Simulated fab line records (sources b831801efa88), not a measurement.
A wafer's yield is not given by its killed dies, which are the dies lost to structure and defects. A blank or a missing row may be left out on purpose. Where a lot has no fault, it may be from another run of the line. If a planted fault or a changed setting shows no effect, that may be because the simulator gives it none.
Which tool was responsible? / flow sky130 / at 1 step of a route of 708, 11 lots with 33 wafers sampled

== WHAT EACH GAUGE READ, for each wafer ==
SKY_VIA3_BOW_MEAS_03. Usual: VIA3_BOW 79 um, standard deviation 7.9.
lot=L168; measured=day 39 05:49; on=film_metro-03; VIA3_BOW (um)=79 81 76; flag=
lot=L169; measured=day 39 08:04; on=film_metro-01; VIA3_BOW (um)=93 83 84; flag=
lot=L170; measured=day 40 10:25; on=film_metro-03; VIA3_BOW (um)=88 79 84; flag=
lot=L171; measured=day 40 14:54; on=film_metro-03; VIA3_BOW (um)=84 83 72; flag=
lot=L173; measured=day 41 01:57; on=film_metro-01; VIA3_BOW (um)=85 83 85; flag=
lot=L176; measured=day 41 21:01; on=film_metro-03; VIA3_BOW (um)=92 84 77; flag=
lot=L180; measured=day 43 00:47; on=film_metro-03; VIA3_BOW (um)=74 69 81; flag=
lot=L181; measured=day 43 16:11; on=film_metro-01; VIA3_BOW (um)=88 80 74; flag=
lot=L184; measured=day 43 22:49; on=film_metro-01; VIA3_BOW (um)=81 70 70; flag=
lot=L186; measured=day 44 06:13; on=film_metro-03; VIA3_BOW (um)=70 66 76; flag=
lot=L187; measured=day 44 09:30; on=film_metro-02; VIA3_BOW (um)=80 86 80; flag=

== EACH LOT AND THE TOOL THAT RAN IT (in order: tool; ch and the chambers of the sampled wafers; start) ==
Record: no process step prior to these readings.

== WHAT THE TOOLS THEMSELVES READ (means of the sampled wafers that have a number; where no wafer has one, the mark that the record gives instead) ==
The record holds no such reading with a usual standard deviation.

== THE ANSWER, worked out from the rows above alone ==
Rule: a lot is off if the mean of its wafers that have a number lies more than 3 standard deviations from the usual mean. A lot without any number at a reading at which 4 lots or more have one is off too. All remaining lots with rows at the step are treated as sound. First the gauges in route order, then the tools' own readings, where a lot's mean is used as printed above. The first step at which some lot is off is used, and at that step the reading that is off furthest; a lot without a number counts as furthest.
No lot is off at any reading shown: from this, nothing can be told.

== WHAT THE SIMULATOR HAD PUT IN ==
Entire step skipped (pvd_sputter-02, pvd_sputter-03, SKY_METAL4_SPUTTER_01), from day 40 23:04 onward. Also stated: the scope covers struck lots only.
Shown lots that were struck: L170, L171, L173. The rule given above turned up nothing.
